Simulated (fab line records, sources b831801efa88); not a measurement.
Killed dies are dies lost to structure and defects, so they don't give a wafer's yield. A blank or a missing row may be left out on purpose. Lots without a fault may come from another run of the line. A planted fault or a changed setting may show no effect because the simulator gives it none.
Which tool did it? | flow gf180mcu | 6 lots, 18 wafers sampled, at 2 steps of a route of 602

WHAT THE GAUGES READ, wafer by wafer
GF_STI_THK_MEAS_24.
lot  | measured    | on            | STI_CVD_23_THK (nm)
L627 | day 3 00:35 | film_metro-01 | 664 657 649
L629 | day 3 11:44 | film_metro-01 | 661 662 654
L631 | day 3 21:01 | film_metro-04 | 652 644 651
L639 | day 5 13:14 | film_metro-04 | 652 648 643
L643 | day 6 11:22 | film_metro-01 | 647 650 649
L646 | day 7 02:49 | film_metro-04 | 657 654 657

WHICH TOOL RAN EACH LOT (tool, then ch and the chambers of the sampled wafers, then the start)
lot  | GF_STI_ETCH_14
L627 | rie_si-02 ch 0,2,3, day 2 22:46
L629 | rie_si-01 ch 0,2,3, day 3 08:25
L631 | rie_si-02 ch 0,2,3, day 3 19:04
L639 | rie_si-02 ch 0,1,2, day 5 11:25
L643 | rie_si-01 ch 0,1, day 6 09:01
L646 | rie_si-02 ch 1,2,3, day 7 01:01
- GF_STI_ETCH_14: etches Si in HBr/Cl2/O2, target depth 360 nm, time 102.9 s.

THE ANSWER, worked out from the rows above alone
Rule: what is usual is taken from the lots themselves. Put in order of their means at a reading, lots are off if they are a third of the lots or fewer, leave a main group of 4 or more, and stand apart from it by a gap of 3 or more times the standard deviation of the main group's means; of several such gaps the widest counts. A main group whose means are all the same, to the digits that the tables above print for the reading, isn't used. A lot without any number at a reading at which 4 lots or more have one is off too. The other lots that the step has rows for count as sound.
No lot is off at any reading shown: from this, nothing can be told.

WHAT THE SIMULATOR HAD PUT IN
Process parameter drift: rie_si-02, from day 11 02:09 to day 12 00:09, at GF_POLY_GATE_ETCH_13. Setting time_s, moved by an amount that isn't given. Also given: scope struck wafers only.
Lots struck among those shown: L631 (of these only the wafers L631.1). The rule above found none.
